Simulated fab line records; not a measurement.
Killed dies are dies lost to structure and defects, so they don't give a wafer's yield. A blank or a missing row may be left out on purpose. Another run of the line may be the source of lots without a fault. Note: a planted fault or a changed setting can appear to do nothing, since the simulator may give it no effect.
Struck lot and sound lot, side by side	flow sky130	34 steps out of a route of 708
Sound: the wafers L233.3, L233.5, L233.6. Struck: wafers L246.1, L246.4 (left out: L246.3, a lot-mate that was not struck); the cause follows at the end.
Order at every step that has rows: each side's tool, ch and its chambers, its first start. Under that, the readings that differ: sound wafers	struck wafers	difference of the means	sigmas: that difference in standard deviations of wafers without a fault.
alike: a reading whose means differ by less than 2 such deviations, as well as words and numbers matching on both sides. not compared: withheld readings; readings where some wafer has no value; bounds like >300 that might hide an equal value; numbers whose values overlap and for which the record gives no deviation.
A row with sigmas, a row that says differs or no value, or rows on one side alone: a step with any of these is where the two part. Non-overlapping numbers with no deviation appear without sigmas and do not part them. A reading that every wafer of one side lacks parts them only if that side has two wafers or more.

first, 9 steps without rows for these wafers: SKY_METAL1_DEHYDRATE_07 (time 60 s); SKY_METAL1_HMDS_08 (prime time 60 s); SKY_METAL1_COAT_09 (resist thk 60 nm); SKY_METAL1_COAT_10 (resist thk 450 nm); SKY_METAL1_SOFTBAKE_11 (time 90 s); SKY_METAL1_EXPOSE_12 (exposes mask MM1, target cd 140 nm); SKY_METAL1_PEB_13; SKY_METAL1_DEVELOP_14 (develop time 60 s); SKY_METAL1_DESCUM_17 (chemistry O2, time 8 s).
SKY_METAL1_ETCH_18: etches BARC in N2/H2, stops on SiO2, time 45.9 s, target depth 60 nm.
  sound on rie metal-04 ch 0,1, day 33 07:20; struck on rie metal-02 ch 1, day 38 04:41
  alike: drypump motor current A, oes product au, rf fwd power W, throttle valve pct
  not compared: rf hours counter h
then, 23 steps without rows for these wafers: SKY_METAL1_METAL_ETCH_19 (etches the open film in Cl2/BCl3, stops on SiO2, target depth 360 nm, time 78 s); SKY_METAL1_STRIP_20 (strips in O2/N2); SKY_METAL1_STRIP_21 (strips in post etch residue remover, time 1200 s); SKY_METAL1_CLEAN_22 (cleans in IPA, time 180 s); SKY_METAL1_CLEAN_23 (cleans in O3/DIW); SKY_VIA1_HDPCVD_00 (deposits SiO2, target thk 1030 nm, time 171.7 s); SKY_VIA1_CMP_02 (polishes SiO2); SKY_VIA1_DEHYDRATE_04 (time 60 s); SKY_VIA1_HMDS_05 (prime time 60 s); SKY_VIA1_COAT_06 (resist thk 60 nm); SKY_VIA1_COAT_07 (resist thk 450 nm); SKY_VIA1_SOFTBAKE_08 (time 88.51 s); SKY_VIA1_EXPOSE_09 (exposes mask VIM, target cd 150 nm); SKY_VIA1_PEB_10; SKY_VIA1_DEVELOP_11 (develop time 60 s); SKY_VIA1_ETCH_14 (etches BARC in N2/H2, stops on SiO2, time 45.9 s, target depth 60 nm); SKY_VIA1_ETCH_15 (etches SiO2 in C4F8/O2/Ar, stops on TiN, target depth 351 nm, time 54 s); SKY_VIA1_STRIP_16 (strips in O2/N2); SKY_VIA1_STRIP_17 (strips in post etch residue remover, time 1200 s); SKY_VIA1_CLEAN_18 (cleans in IPA, time 180 s); SKY_VIA1_CLEAN_19 (cleans in O3/DIW); SKY_VIA1_SPUTTER_20 (material TiN, target thk 20 nm, time 80 s); SKY_VIA1_CVD_21 (deposits W, target thk 270 nm, time 80.902 s).
-- the record jumps here: 12 days lie between the struck wafers' starts before and after (it left off in module VIA1 and takes up again in module PAD_OPEN, whose first step shown is number 708 of the route) --
SKY_PAD_OPEN_PROBE_99:
  struck on prober-02, day 50 00:22; sound on prober-01, day 46 05:43
reading	sound	struck	difference	sigmas
defect limited yield (%)	83.7 82.9 82.7	72.8 72.4	-10.5	-6
killed_at_M0_to_M3	36 40 43	90 96	+53	+9
killed_at_M4_up	3 1 0	5 5	+4	+2
killed dies	80 84 85	134 136	+52	+6
sort_bin_3_pad_short (%)	0.2 1.0 0.4	2.6 2.4	+2.0	+5
sort_bin_5_function (%)	9.3 10.6 10.4	17.7 17.7	+7.6	+5
sort n pass	412 408 407	358 356	-52	-6
sort yield pct (%)	83.7 82.9 82.7	72.8 72.4	-10.5	-6
model.etest.tester.sort n pass	412 408 407	358 356	-52	
model.etest.tester.sort yield pct (%)	83.74 82.93 82.72	72.76 72.36	-10.57	
model.etest.tester.sort_bin_5_pct (%)	9.35 10.57 10.37	17.68 17.68	+7.58	
model.etest.tester.sort_bin_3_pct (%)	0.2033 1.016 0.4065	2.642 2.439	+1.999	
  alike: killed at contacts, killed at front end, killed at other, killed on rim, killed open, killed short, sort_bin_6_memory

WHERE THEY PART
Only at SKY_PAD_OPEN_PROBE_99, as far as this record shows.

WHY: what had been put in by the simulator
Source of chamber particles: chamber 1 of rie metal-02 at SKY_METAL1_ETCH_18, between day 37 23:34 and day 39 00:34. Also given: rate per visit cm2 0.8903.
